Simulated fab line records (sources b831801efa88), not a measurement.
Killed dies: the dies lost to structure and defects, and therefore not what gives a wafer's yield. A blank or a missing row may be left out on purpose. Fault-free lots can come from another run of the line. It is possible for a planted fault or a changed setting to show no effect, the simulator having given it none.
Which tool is to blame?    flow sfq-line    10 lots (30 wafers sampled), 1 step of a 325-step route

WHAT THE GAUGES READ, wafer by wafer
No reading from a measuring or inspecting step in the record can be judged against a usual standard deviation.

WHICH TOOL RAN EACH LOT (tool, then ch and the chambers of the sampled wafers, then the start)
lot   SFQ_TRILAYER_R5_BARC_OPEN_METAL_ETCH_177
L917  rie-metal-04 ch 0,1, day 56 15:29
L918  rie-metal-01 ch 1, day 56 16:40
L919  rie-metal-01 ch 1, day 56 22:40
L920  rie-metal-01 ch 1, day 57 10:49
L921  rie-metal-03 ch 0,1, day 58 01:19
L922  rie-metal-04 ch 0,1, day 58 03:43
L923  rie-metal-04 ch 0,1, day 58 10:55
L924  rie-metal-01 ch 0,1, day 58 19:28
L925  rie-metal-03 ch 0,1, day 59 14:40
L926  rie-metal-01 ch 0,1, day 60 09:50
- SFQ_TRILAYER_R5_BARC_OPEN_METAL_ETCH_177: etches BARC in O2, target depth 125 nm, time 41.7 s.

WHAT THE TOOLS THEMSELVES READ (means of the sampled wafers that have a number; where no wafer has one, the mark that the record gives instead)
SFQ_TRILAYER_R5_BARC_OPEN_METAL_ETCH_177. Usual: drypump-motor-current-A 5.8 A, standard deviation 0.42; oes-product-au 0.686 a.u., standard deviation 0.0043; run-length-s 70.2 s, standard deviation 0.55.
lot   tool          drypump-motor-current-A (A)  oes-product-au (a.u.)  run-length-s (s)  flag
L917  rie-metal-04  5.3                          0.685                  70.4              
L918  rie-metal-01  5.9                          0.686                  69.3              
L919  rie-metal-01  5.9                          0.683                  69.4              
L920  rie-metal-01  5.9                          0.685                  69.3              
L921  rie-metal-03  6.1                          0.686                  70.6              
L922  rie-metal-04  5.6                          0.686                  70.5              
L923  rie-metal-04  5.6                          0.818                  60.8              OFF
L924  rie-metal-01  6.2                          0.817                  60.5              OFF
L925  rie-metal-03  6.1                          0.817                  61.1              OFF
L926  rie-metal-01  6.3                          0.817                  60.4              OFF

THE ANSWER, worked out from the rows above alone
Rule: a lot is off if the mean of its wafers that have a number lies more than 3 standard deviations from the usual mean. Also off: a lot with no number at a reading for which 4 or more lots have one. Where the step has rows for the other lots, those lots are counted as sound. First the gauges in route order, then the tools' own readings, where a lot's mean is used as printed above. The first step at which some lot is off is used, and at that step the reading that is off furthest; a lot without a number counts as furthest.
Off, at SFQ_TRILAYER_R5_BARC_OPEN_METAL_ETCH_177 on oes-product-au: L923, L924, L925, L926.
A tool fits if, at that step or a process step before it, it ran every lot that is off, and no sound lot after the first of them. No candidate that was tried fits.

WHAT THE SIMULATOR HAD INSERTED
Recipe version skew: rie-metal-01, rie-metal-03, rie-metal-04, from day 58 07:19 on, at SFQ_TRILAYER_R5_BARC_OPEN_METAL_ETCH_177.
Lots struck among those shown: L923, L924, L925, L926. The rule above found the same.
